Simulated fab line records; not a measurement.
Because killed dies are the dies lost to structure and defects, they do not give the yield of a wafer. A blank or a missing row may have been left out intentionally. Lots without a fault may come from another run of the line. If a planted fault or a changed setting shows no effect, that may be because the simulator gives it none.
The tool behind it: which one?    flow sky130    36 wafers from 12 lots sampled at 4 of the route's 708 steps

WHAT THE GAUGES READ, wafer by wafer
SKY_VT_ADJUST_PCH_TW_MEAS_10.
lot   measured      on             VT_ADJUST_PCH_TW
L759  day 10 13:11  film-metro-03  141.7 141.3 141.4
L761  day 12 06:23  film-metro-04  145.0 144.1 144.8
L762  day 12 08:32  film-metro-03  142.3 141.2 142.7
L763  day 12 11:59  film-metro-03  142.5 142.5 142.3
L765  day 12 23:17  film-metro-03  142.7 142.2 142.3
L766  day 13 19:52  film-metro-04  144.2 144.3 144.4
L769  day 14 00:36  film-metro-03  115.9 115.6 115.0
L770  day 14 06:47  film-metro-03  141.8 141.6 141.5
L771  day 15 05:32  film-metro-03  115.3 115.7 115.4
L778  day 16 19:55  film-metro-03  141.2 141.2 141.8
L779  day 17 07:44  film-metro-04  144.8 144.7 144.6
L780  day 17 11:58  film-metro-03  142.1 142.1 142.0

SKY_POLY_GATE_OVL_MEAS_14.
lot   measured      on          POLY_GATE_OVL (nm)
L759  day 16 11:07  overlay-01  -1 1 10
L761  day 18 11:17  overlay-02  0 -4 -1
L762  day 18 16:38  overlay-01  -2 -3 2
L763  day 19 05:37  overlay-02  -10 -7 -5
L765  day 19 09:17  overlay-02  -4 -7 -4
L766  day 20 10:02  overlay-02  -8 -6 5
L769  day 20 17:20  overlay-02  3 -2 -4
L770  day 21 03:04  overlay-02  2 -4 -6
L771  day 21 23:37  overlay-01  -3 4 -8
L778  day 24 00:54  overlay-01  0 4 4
L779  day 24 10:29  overlay-01  -3 0 -11
L780  day 24 10:08  overlay-02  -2 -3 -6

TOOL THAT RAN EACH LOT (tool first, then ch and the chambers of the sampled wafers, then the start)
lot   SKY_NWELL_STRIP_14                   SKY_VT_ADJUST_PCH_IMPLANT_08
L759  plasma-asher-04 ch 0,1, day 4 17:25  implanter-02 ch 0, day 10 12:57
L761  plasma-asher-03 ch 0,1, day 5 23:00  implanter-04 ch 0, day 12 06:08
L762  plasma-asher-03 ch 0,1, day 6 02:43  implanter-03 ch 0, day 12 08:17
L763  plasma-asher-02 ch 0,1, day 6 03:52  implanter-03 ch 0, day 12 11:46
L765  plasma-asher-04 ch 0,1, day 6 12:57  implanter-03 ch 0, day 12 23:04
L766  plasma-asher-03 ch 0,1, day 7 02:23  implanter-04 ch 0, day 13 19:40
L769  plasma-asher-02 ch 0,1, day 7 08:23  implanter-04 ch 0, day 14 00:23
L770  plasma-asher-03 ch 0,1, day 7 11:55  implanter-03 ch 0, day 14 06:34
L771  plasma-asher-03 ch 0, day 8 06:58    implanter-04 ch 0, day 15 05:17
L778  plasma-asher-03 ch 0,1, day 9 11:54  implanter-03 ch 0, day 16 19:40
L779  plasma-asher-02 ch 0,1, day 9 19:08  implanter-03 ch 0, day 17 07:29
L780  plasma-asher-03 ch 0,1, day 9 23:26  implanter-02 ch 0, day 17 11:43
- SKY_NWELL_STRIP_14: strips in O2/N2.
- SKY_VT_ADJUST_PCH_IMPLANT_08

WHAT THE TOOLS THEMSELVES READ (means of the sampled wafers that have a number; where no wafer has one, the mark that the record gives instead)
SKY_NWELL_STRIP_14.
lot   tool             drypump-motor-current-A (A)  oes-product-au (a.u.)  strip-time-to-endpoint-s (s)
L759  plasma-asher-04  5.72                         0.718                  36.79
L761  plasma-asher-03  5.71                         0.727                  36.86
L762  plasma-asher-03  5.72                         0.725                  36.79
L763  plasma-asher-02  5.63                         0.717                  36.73
L765  plasma-asher-04  5.76                         0.728                  37.04
L766  plasma-asher-03  5.75                         0.718                  36.73
L769  plasma-asher-02  5.78                         0.722                  36.76
L770  plasma-asher-03  5.72                         0.724                  36.87
L771  plasma-asher-03  6.06                         0.720                  36.87
L778  plasma-asher-03  5.90                         0.723                  36.95
L779  plasma-asher-02  5.77                         0.725                  36.93
L780  plasma-asher-03  5.72                         0.728                  36.98

SKY_VT_ADJUST_PCH_IMPLANT_08.
lot   tool          dose-ions-cm2  faraday-current-uA
L759  implanter-02  5e+11          2.77
L761  implanter-04  5e+11          2.85
L762  implanter-03  5e+11          2.85
L763  implanter-03  5e+11          2.78
L765  implanter-03  5e+11          2.78
L766  implanter-04  5e+11          2.84
L769  implanter-04  2e+11          1.23
L770  implanter-03  5e+11          2.82
L771  implanter-04  2e+11          1.23
L778  implanter-03  5e+11          2.81
L779  implanter-03  5e+11          2.84
L780  implanter-02  5e+11          2.77

THE ANSWER, worked out from the rows above alone
Rule: the lots themselves supply what counts as usual. The widest of any qualifying gaps counts: lots, ordered by their means at a reading, are off when they make up no more than a third of the lots, leave a main group of 4 or more, and stand apart from it by 3 or more times the standard deviation of that group's means. A main group is skipped when, at the precision printed for the reading in the tables above, its means are all equal. Also off: a lot with no number at a reading for which 4 or more lots have one. The other lots that the step has rows for count as sound. Order of review: gauges by route order, followed by the tools' own readings, for which a lot's mean as printed above is used. The first step at which some lot is off is used, and at that step the reading that is off furthest; a lot without a number counts as furthest.
Off: L769, L771, seen at SKY_VT_ADJUST_PCH_TW_MEAS_10 (VT_ADJUST_PCH_TW). Main group: mean 142.7, sd 1.2.
If a tool, at a process step before that reading, ran all the lots that are off and no sound lot after the first of them, it fits. The gauges at SKY_VT_ADJUST_PCH_TW_MEAS_10 aren't tried: what is off there is off at SKY_VT_ADJUST_PCH_IMPLANT_08 too, on other tools, and a gauge's error can't cause that. One fits: implanter-04 at SKY_VT_ADJUST_PCH_IMPLANT_08. Its last sound lot is L766 (day 13 19:40), its first lot that is off L769 (day 14 00:23): a fault that began between those two fits.
The tool's own readings at SKY_VT_ADJUST_PCH_IMPLANT_08 bear it out: on the lots that are off they differ by more than 5 times the standard deviation of the sound lots' means. dose-ions-cm2 reads 2e+11 there against 5e+11 on the sound lots; faraday-current-uA reads 1.23 there against 2.81 on the sound lots.

WHAT HAD BEEN PUT IN BY THE SIMULATOR
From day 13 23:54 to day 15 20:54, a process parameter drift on implanter-04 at SKY_VT_ADJUST_PCH_IMPLANT_08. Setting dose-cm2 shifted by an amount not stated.
Shown lots that were struck: L769, L771. The same result came from the rule above.
